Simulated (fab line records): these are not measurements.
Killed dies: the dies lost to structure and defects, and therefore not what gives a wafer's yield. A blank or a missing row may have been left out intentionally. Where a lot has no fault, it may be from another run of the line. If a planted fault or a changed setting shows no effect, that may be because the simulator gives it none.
Matching of chambers + flow gf180mcu + GF_V1_CMP_04 on cmp-01 has 3 sister chambers
The step polishes SiO2. 3 wafers are shown with their chamber, then 5 later ones without.

== EACH WAFER AND ITS CHAMBER ==
| wafer  | chamber | motor_current_A (A) |
|--------|---------|---------------------|
| L213.5 | 3       | 11.4                |
| L214.5 | 1       | 12.1                |
| L226.1 | 2       | 9.9                 |

== WAFERS WITH NO CHAMBER GIVEN ==
| wafer  | motor_current_A (A) |
|--------|---------------------|
| L226.6 | 10.9                |
| L231.2 | 11.3                |
| L231.5 | 11.4                |
| L232.1 | 10.1                |
| L232.3 | 11.7                |

== WHICH CHAMBER EACH ONE RAN IN ==
| wafer  | from the rows above     | in truth                   |
|--------|-------------------------|----------------------------|
| L226.6 | can't be placed: 3 or 2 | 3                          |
| L231.2 | 3                       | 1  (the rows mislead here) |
| L231.5 | 3                       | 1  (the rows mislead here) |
| L232.1 | 2                       | 2                          |
| L232.3 | can't be placed: 3 or 1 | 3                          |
Correct placement for 1 of the 5. From these rows, 2 cannot be placed; in 2 the true chamber is one of the candidates. Placed wrongly: 2.
How it was worked out, from the rows above alone: a wafer's distance from a chamber is the root of the sum, over the readings, of the square of ((its reading less the chamber's mean) divided by the reading's scatter). The wafer belongs to the nearest chamber; if the next one is less than 2 further off, it can't be placed. For every chamber, the mean is computed from those of its wafers that are shown. The scatter (one wafer shown for each chamber): square how far every hidden wafer sits from the nearest shown wafer, average those squares and take the square root.
